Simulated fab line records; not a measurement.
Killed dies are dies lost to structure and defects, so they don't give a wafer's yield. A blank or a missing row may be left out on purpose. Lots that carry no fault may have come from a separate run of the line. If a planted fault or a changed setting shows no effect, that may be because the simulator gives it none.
Which tool is to blame? | flow gf180mcu | 6 lots with 18 wafers sampled at 3 steps, on a route of 602 steps

## WHAT THE GAUGES SHOWED, per wafer
GF_VT_IMPLANT_TW_MEAS_21.
lot  | measured     | on            | VT_IMPLANT_2_TW
L946 | day 6 19:37  | film-metro-01 | 1210 1215 1212
L949 | day 7 13:11  | film-metro-03 | 1227 1218 1225
L953 | day 9 01:29  | film-metro-04 | 1208 1203 1199
L955 | day 9 07:58  | film-metro-04 | 1134 1137 1136
L959 | day 10 11:39 | film-metro-03 | 1220 1208 1216
L965 | day 11 23:56 | film-metro-01 | 1211 1210 1218

## WHICH TOOL RAN EACH LOT (tool, then ch and the chambers of the sampled wafers, then the start)
lot  | GF_MVSD_STRIP_10                    | GF_VT_IMPLANT_IMPLANT_19
L946 | plasma-asher-01 ch 0,1, day 5 00:11 | implanter-04 ch 0, day 6 19:22
L949 | plasma-asher-03 ch 0, day 5 15:46   | implanter-04 ch 0, day 7 12:56
L953 | plasma-asher-01 ch 0,1, day 7 01:23 | implanter-04 ch 0, day 9 01:14
L955 | plasma-asher-01 ch 0,1, day 7 06:24 | implanter-04 ch 0, day 9 07:46
L959 | plasma-asher-02 ch 0,1, day 8 06:19 | implanter-02 ch 0, day 10 11:26
L965 | plasma-asher-02 ch 0,1, day 9 16:41 | implanter-03 ch 0, day 11 23:42
- GF_MVSD_STRIP_10: strips in O2/N2.
- GF_VT_IMPLANT_IMPLANT_19

## THE ANSWER, worked out from the rows above alone
Rule: what is usual is taken from the lots themselves. Put in order of their means at a reading, lots are off if they are a third of the lots or fewer, leave a main group of 4 or more, and stand apart from it by a gap of 3 or more times the standard deviation of the main group's means; of several such gaps the widest counts. A main group is skipped when, at the precision printed for the reading in the tables above, its means are all equal. Also off: a lot with no number at a reading for which 4 or more lots have one. Any other lot the step has rows for is counted as sound.
Off: L955, at GF_VT_IMPLANT_TW_MEAS_21 (VT_IMPLANT_2_TW). Mean 1213 and standard deviation 6.4 in the main group.
If a tool, at a process step before that reading, ran all the lots that are off and no sound lot after the first of them, it fits. Gauges at GF_VT_IMPLANT_TW_MEAS_21: tried the same way as those tools. Can't be told from this: 3 tools fit, plasma-asher-01 at GF_MVSD_STRIP_10, implanter-04 at GF_VT_IMPLANT_IMPLANT_19, film-metro-04 at GF_VT_IMPLANT_TW_MEAS_21.

## WHAT THE SIMULATOR HAD PUT IN
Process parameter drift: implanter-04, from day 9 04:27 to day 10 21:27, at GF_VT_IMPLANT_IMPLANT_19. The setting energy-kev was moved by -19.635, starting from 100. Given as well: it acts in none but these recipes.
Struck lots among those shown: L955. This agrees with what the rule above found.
